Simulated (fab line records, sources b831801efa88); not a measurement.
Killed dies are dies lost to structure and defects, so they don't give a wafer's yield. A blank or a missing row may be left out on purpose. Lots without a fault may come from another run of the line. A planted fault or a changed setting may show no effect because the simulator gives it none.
Which tool did it? | flow gf180mcu | 13 lots, 39 wafers sampled, at 5 steps of a route of 602

WHAT THE GAUGES READ, wafer by wafer
GF_V3_OVL_MEAS_15.
lot  | measured     | on         | V3_OVL (nm)
L467 | day 22 18:49 | overlay-02 | 11 14 3
L468 | day 23 04:01 | overlay-01 | 3 6 -3
L469 | day 23 10:46 | overlay-02 | -5 -1 -2
L470 | day 23 19:40 | overlay-02 | -2 4 -1
L476 | day 26 00:04 | overlay-01 | -7 9 5
L479 | day 26 22:09 | overlay-02 | 9 6 4
L480 | day 27 01:31 | overlay-01 | 9 3 5
L481 | day 27 13:52 | overlay-02 | -4 -1 0
L482 | day 27 16:58 | overlay-01 | -1 2 2
L483 | day 28 00:00 | overlay-02 | 2 14 3
L484 | day 28 09:57 | overlay-02 | 14 7 5
L487 | day 29 05:30 | overlay-01 | -1 5 8
L489 | day 29 18:55 | overlay-02 | -1 -2 6

GF_M4_THK_MEAS_06: measures by xrf.
lot  | measured     | on            | M4_ALCU_THK (nm)
L467 | day 22 20:53 | film_metro-02 | 440 441 437
L468 | day 23 05:44 | film_metro-01 | 438 440 436
L469 | day 23 12:32 | film_metro-04 | 441 434 440
L470 | day 23 21:39 | film_metro-04 | 441 440 438
L476 | day 26 01:49 | film_metro-04 | 435 436 434
L479 | day 26 23:53 | film_metro-01 | 410 410 408
L480 | day 27 03:17 | film_metro-04 | 449 446 447
L481 | day 27 15:35 | film_metro-01 | 419 418 418
L482 | day 27 18:43 | film_metro-04 | 439 439 442
L483 | day 28 01:44 | film_metro-02 | 446 444 444
L484 | day 28 11:41 | film_metro-01 | 416 417 414
L487 | day 29 07:14 | film_metro-04 | 441 445 444
L489 | day 29 20:38 | film_metro-04 | 439 439 437

WHICH TOOL RAN EACH LOT (tool, then ch and the chambers of the sampled wafers, then the start)
lot  | GF_M3_SPUTTER_01             | GF_M4_SPUTTER_00             | GF_M4_SPUTTER_04
L467 | pvd_sputter-03, day 20 17:54 | pvd_sputter-02, day 22 20:32 | pvd_sputter-02, day 22 20:43
L468 | pvd_sputter-01, day 21 03:36 | pvd_sputter-01, day 23 05:24 | pvd_sputter-01, day 23 05:35
L469 | pvd_sputter-03, day 21 10:34 | pvd_sputter-03, day 23 12:11 | pvd_sputter-03, day 23 12:22
L470 | pvd_sputter-04, day 21 20:11 | pvd_sputter-03, day 23 21:19 | pvd_sputter-03, day 23 21:29
L476 | pvd_sputter-01, day 24 03:20 | pvd_sputter-02, day 26 01:28 | pvd_sputter-02, day 26 01:39
L479 | pvd_sputter-01, day 25 03:14 | pvd_sputter-02, day 26 23:32 | pvd_sputter-02, day 26 23:44
L480 | pvd_sputter-01, day 25 06:19 | pvd_sputter-01, day 27 02:54 | pvd_sputter-01, day 27 03:06
L481 | pvd_sputter-01, day 25 18:51 | pvd_sputter-02, day 27 15:15 | pvd_sputter-02, day 27 15:26
L482 | pvd_sputter-01, day 25 22:42 | pvd_sputter-01, day 27 18:23 | pvd_sputter-01, day 27 18:34
L483 | pvd_sputter-04, day 26 06:30 | pvd_sputter-01, day 28 01:23 | pvd_sputter-01, day 28 01:34
L484 | pvd_sputter-03, day 26 16:30 | pvd_sputter-02, day 28 11:20 | pvd_sputter-02, day 28 11:31
L487 | pvd_sputter-03, day 27 13:10 | pvd_sputter-01, day 29 06:53 | pvd_sputter-01, day 29 07:04
L489 | pvd_sputter-03, day 28 02:57 | pvd_sputter-01, day 29 20:18 | pvd_sputter-01, day 29 20:29
- GF_M3_SPUTTER_01: material TiN, target thk 30 nm, time 25 s.
- GF_M4_SPUTTER_00: material Ti, target thk 37.5 nm, time 150 s.
- GF_M4_SPUTTER_04: material TiN, target thk 50 nm, time 41.7 s.

WHAT THE TOOLS THEMSELVES READ (means of the sampled wafers that have a number; where no wafer has one, the mark that the record gives instead)
GF_M3_SPUTTER_01.
lot  | tool           | throttle_valve_pct (%)
L467 | pvd_sputter-03 | 30.4
L468 | pvd_sputter-01 | 29.7
L469 | pvd_sputter-03 | 29.8
L470 | pvd_sputter-04 | 29.8
L476 | pvd_sputter-01 | 29.8
L479 | pvd_sputter-01 | 29.8
L480 | pvd_sputter-01 | 29.7
L481 | pvd_sputter-01 | 29.8
L482 | pvd_sputter-01 | 29.9
L483 | pvd_sputter-04 | 30.5
L484 | pvd_sputter-03 | 30.0
L487 | pvd_sputter-03 | 31.4
L489 | pvd_sputter-03 | 30.4

GF_M4_SPUTTER_00.
lot  | tool           | throttle_valve_pct (%)
L467 | pvd_sputter-02 | 30.7
L468 | pvd_sputter-01 | 30.2
L469 | pvd_sputter-03 | 31.2
L470 | pvd_sputter-03 | 31.2
L476 | pvd_sputter-02 | 30.7
L479 | pvd_sputter-02 | 30.7
L480 | pvd_sputter-01 | 29.8
L481 | pvd_sputter-02 | 30.5
L482 | pvd_sputter-01 | 30.1
L483 | pvd_sputter-01 | 30.0
L484 | pvd_sputter-02 | 30.6
L487 | pvd_sputter-01 | 29.6
L489 | pvd_sputter-01 | 29.7

GF_M4_SPUTTER_04.
lot  | tool           | throttle_valve_pct (%)
L467 | pvd_sputter-02 | 30.6
L468 | pvd_sputter-01 | 30.2
L469 | pvd_sputter-03 | 31.0
L470 | pvd_sputter-03 | 31.1
L476 | pvd_sputter-02 | 31.0
L479 | pvd_sputter-02 | 30.6
L480 | pvd_sputter-01 | 29.8
L481 | pvd_sputter-02 | 30.6
L482 | pvd_sputter-01 | 29.7
L483 | pvd_sputter-01 | 30.1
L484 | pvd_sputter-02 | 30.5
L487 | pvd_sputter-01 | 29.6
L489 | pvd_sputter-01 | 29.7

THE ANSWER, worked out from the rows above alone
Rule: what is usual is taken from the lots themselves. Put in order of their means at a reading, lots are off if they are a third of the lots or fewer, leave a main group of 4 or more, and stand apart from it by a gap of 3 or more times the standard deviation of the main group's means; of several such gaps the widest counts. A main group whose means are all the same, to the digits that the tables above print for the reading, isn't used. A lot without any number at a reading at which 4 lots or more have one is off too. The other lots that the step has rows for count as sound. The gauges are gone through in route order, then the tools' own readings, and for those a lot's mean is taken as printed above. The first step at which some lot is off is used, and at that step the reading that is off furthest; a lot without a number counts as furthest.
Off: L479, L481, L484, at GF_M4_THK_MEAS_06 (M4_ALCU_THK). The main group: mean 440 nm, standard deviation 3.5.
A tool fits if, at a process step before that reading, it ran every lot that is off, and no sound lot after the first of them. The gauges at GF_M4_THK_MEAS_06 are tried like those tools. Can't be told from this: 2 tools fit, pvd_sputter-02 at GF_M4_SPUTTER_00 and GF_M4_SPUTTER_04, film_metro-01 at GF_M4_THK_MEAS_06.

WHAT THE SIMULATOR HAD PUT IN
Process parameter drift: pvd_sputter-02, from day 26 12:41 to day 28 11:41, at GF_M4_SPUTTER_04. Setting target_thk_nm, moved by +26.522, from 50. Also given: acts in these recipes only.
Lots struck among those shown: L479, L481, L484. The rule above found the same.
